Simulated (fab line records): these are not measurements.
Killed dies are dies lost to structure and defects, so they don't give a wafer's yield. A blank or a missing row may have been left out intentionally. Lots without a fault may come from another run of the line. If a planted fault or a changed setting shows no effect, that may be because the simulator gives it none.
Matching of chambers ; flow sky130 ; 4 sister chambers for SKY_VIA3_ETCH_14 on rieDiel-02
The step etches BARC in N2/H2, stops on SiO2, time 45.9 s, target depth 60 nm. 4 wafers are shown with their chamber, then 8 later ones without.

WAFERS WITH THEIR CHAMBER
wafer;chamber;drypumpMotorCurrentA (A)
L086.6;1;6.2
L087.1;2;6.0
L087.3;0;6.3
L089.3;3;6.3

WAFERS WHOSE CHAMBER IS MISSING
wafer;drypumpMotorCurrentA (A)
L089.5;6.2
L089.6;5.9
L092.1;6.2
L092.3;6.4
L092.5;6.0
L096.1;6.2
L096.3;6.3
L096.4;6.3

EACH ONE'S CHAMBER
wafer;from the rows above;in truth
L089.5;can't be placed: 1 or 0 or 3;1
L089.6;2;2
L092.1;can't be placed: 1 or 0 or 3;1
L092.3;can't be placed: 0 or 3 or 1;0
L092.5;2;2
L096.1;can't be placed: 1 or 0 or 3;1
L096.3;can't be placed: 0 or 3 or 1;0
L096.4;can't be placed: 0 or 3 or 1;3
Correct placement for 2 of the 8. Can't be placed from these rows: 6 (the true chamber is among the candidates in 6). 0 placed wrongly.
How it was worked out, from the rows above alone: a wafer's distance from a chamber is the root of the sum, over the readings, of the square of ((its reading less the chamber's mean) divided by the reading's scatter). If the next closest chamber is less than 2 further off than the closest, the wafer can't be placed; otherwise it belongs to the closest. The mean given for a chamber averages the wafers shown for that chamber. The scatter: root of mean squared gap, hidden wafer to nearest shown wafer, with one shown wafer a chamber.
